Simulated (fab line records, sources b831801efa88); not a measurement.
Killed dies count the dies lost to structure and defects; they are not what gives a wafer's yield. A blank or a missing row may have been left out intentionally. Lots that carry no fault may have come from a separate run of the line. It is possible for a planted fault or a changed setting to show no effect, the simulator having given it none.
The tool behind it: which one? || flow gf180mcu || Sampling: 10 lots, 30 wafers, 5 of 602 route steps

WHAT THE GAUGES READ, wafer by wafer
GF_TOP_METAL_THK_MEAS_06: measures by xrf.
{"lot": "L563", "measured": "day 27 17:32", "on": "filmMetro-01", "TOP_METAL_ALCU_THK (nm)": "902 891 897"}
{"lot": "L565", "measured": "day 28 17:55", "on": "filmMetro-01", "TOP_METAL_ALCU_THK (nm)": "889 877 875"}
{"lot": "L566", "measured": "day 28 18:14", "on": "filmMetro-01", "TOP_METAL_ALCU_THK (nm)": "911 904 906"}
{"lot": "L567", "measured": "day 29 00:00", "on": "filmMetro-04", "TOP_METAL_ALCU_THK (nm)": "911 907 903"}
{"lot": "L568", "measured": "day 29 10:18", "on": "filmMetro-03", "TOP_METAL_ALCU_THK (nm)": "905 912 904"}
{"lot": "L571", "measured": "day 30 12:52", "on": "filmMetro-04", "TOP_METAL_ALCU_THK (nm)": "894 901 908"}
{"lot": "L573", "measured": "day 31 01:05", "on": "filmMetro-03", "TOP_METAL_ALCU_THK (nm)": "1086 901 898 1080 907 898"}
{"lot": "L578", "measured": "day 32 07:02", "on": "filmMetro-01", "TOP_METAL_ALCU_THK (nm)": "911 927 925"}
{"lot": "L580", "measured": "day 32 16:09", "on": "filmMetro-01", "TOP_METAL_ALCU_THK (nm)": "899 892 893"}
{"lot": "L582", "measured": "day 33 02:15", "on": "filmMetro-04", "TOP_METAL_ALCU_THK (nm)": "905 901 900"}

EACH LOT AND THE TOOL THAT RAN IT (in order: tool; ch and the chambers of the sampled wafers; start)
{"lot": "L563", "GF_M4_STRIP_17": "plasmaAsher-03 ch 0,1, day 23 22:32", "GF_V4_SPUTTER_21": "pvdSputter-03, day 24 21:55", "GF_TOP_METAL_SPUTTER_01": "pvdSputter-04, day 27 17:18", "GF_TOP_METAL_SPUTTER_02": "pvdSputter-04, day 27 17:20"}
{"lot": "L565", "GF_M4_STRIP_17": "plasmaAsher-03 ch 0,1, day 25 00:55", "GF_V4_SPUTTER_21": "pvdSputter-02, day 25 23:42", "GF_TOP_METAL_SPUTTER_01": "pvdSputter-03, day 28 17:40", "GF_TOP_METAL_SPUTTER_02": "pvdSputter-03, day 28 17:41"}
{"lot": "L566", "GF_M4_STRIP_17": "plasmaAsher-02 ch 0,1, day 25 01:23", "GF_V4_SPUTTER_21": "pvdSputter-03, day 26 00:14", "GF_TOP_METAL_SPUTTER_01": "pvdSputter-04, day 28 17:59", "GF_TOP_METAL_SPUTTER_02": "pvdSputter-04, day 28 18:01"}
{"lot": "L567", "GF_M4_STRIP_17": "plasmaAsher-03 ch 0,1, day 25 09:42", "GF_V4_SPUTTER_21": "pvdSputter-04, day 26 08:47", "GF_TOP_METAL_SPUTTER_01": "pvdSputter-04, day 28 23:46", "GF_TOP_METAL_SPUTTER_02": "pvdSputter-04, day 28 23:47"}
{"lot": "L568", "GF_M4_STRIP_17": "plasmaAsher-02 ch 0,1, day 25 20:10", "GF_V4_SPUTTER_21": "pvdSputter-02, day 26 18:46", "GF_TOP_METAL_SPUTTER_01": "pvdSputter-03, day 29 10:04", "GF_TOP_METAL_SPUTTER_02": "pvdSputter-03, day 29 10:05"}
{"lot": "L571", "GF_M4_STRIP_17": "plasmaAsher-01 ch 0,1, day 27 01:44", "GF_V4_SPUTTER_21": "pvdSputter-03, day 27 23:44", "GF_TOP_METAL_SPUTTER_01": "pvdSputter-01, day 30 12:37", "GF_TOP_METAL_SPUTTER_02": "pvdSputter-01, day 30 12:38"}
{"lot": "L573", "GF_M4_STRIP_17": "plasmaAsher-01 ch 0,1, day 27 13:11", "GF_V4_SPUTTER_21": "pvdSputter-02, day 28 10:34", "GF_TOP_METAL_SPUTTER_01": "pvdSputter-04, day 30 21:46", "GF_TOP_METAL_SPUTTER_02": "pvdSputter-04, day 30 21:47"}
{"lot": "L578", "GF_M4_STRIP_17": "plasmaAsher-02 ch 0, day 29 00:26", "GF_V4_SPUTTER_21": "pvdSputter-03, day 29 21:05", "GF_TOP_METAL_SPUTTER_01": "pvdSputter-01, day 32 06:47", "GF_TOP_METAL_SPUTTER_02": "pvdSputter-01, day 32 06:49"}
{"lot": "L580", "GF_M4_STRIP_17": "plasmaAsher-03 ch 0,1, day 29 11:05", "GF_V4_SPUTTER_21": "pvdSputter-02, day 30 07:21", "GF_TOP_METAL_SPUTTER_01": "pvdSputter-01, day 32 15:54", "GF_TOP_METAL_SPUTTER_02": "pvdSputter-01, day 32 15:56"}
{"lot": "L582", "GF_M4_STRIP_17": "plasmaAsher-02 ch 0,1, day 29 22:35", "GF_V4_SPUTTER_21": "pvdSputter-02, day 30 18:53", "GF_TOP_METAL_SPUTTER_01": "pvdSputter-01, day 33 02:00", "GF_TOP_METAL_SPUTTER_02": "pvdSputter-01, day 33 02:02"}
- GF_M4_STRIP_17: strips in O2/N2.
- GF_V4_SPUTTER_21: material Ti, target thk 15 nm, time 80.02 s.
- GF_TOP_METAL_SPUTTER_01: material TiN, target thk 30 nm, time 25 s.
- GF_TOP_METAL_SPUTTER_02: material AlCu, target thk 900 nm, time 47.82 s.

THE ANSWER, worked out from the rows above alone
Rule: what is usual is taken from the lots themselves. Put in order of their means at a reading, lots are off if they are a third of the lots or fewer, leave a main group of 4 or more, and stand apart from it by a gap of 3 or more times the standard deviation of the main group's means; of several such gaps the widest counts. The tables above print the reading to a certain number of digits; a main group whose means all agree to those digits is not used. A lot without any number at a reading at which 4 lots or more have one is off too. Where the step has rows for the other lots, those lots are counted as sound.
Off: at GF_TOP_METAL_THK_MEAS_06 (TOP_METAL_ALCU_THK), L573. Mean 902 nm and standard deviation 10 in the main group.
If a tool, at a process step before that reading, ran all the lots that are off and no sound lot after the first of them, it fits. Those tools and the gauges at GF_TOP_METAL_THK_MEAS_06 are tried in the same way. Can't be told from this: 3 tools fit, plasmaAsher-01 at GF_M4_STRIP_17, pvdSputter-04 at GF_TOP_METAL_SPUTTER_01 and GF_TOP_METAL_SPUTTER_02, filmMetro-03 at GF_TOP_METAL_THK_MEAS_06.

WHAT WAS PUT IN BY THE SIMULATOR
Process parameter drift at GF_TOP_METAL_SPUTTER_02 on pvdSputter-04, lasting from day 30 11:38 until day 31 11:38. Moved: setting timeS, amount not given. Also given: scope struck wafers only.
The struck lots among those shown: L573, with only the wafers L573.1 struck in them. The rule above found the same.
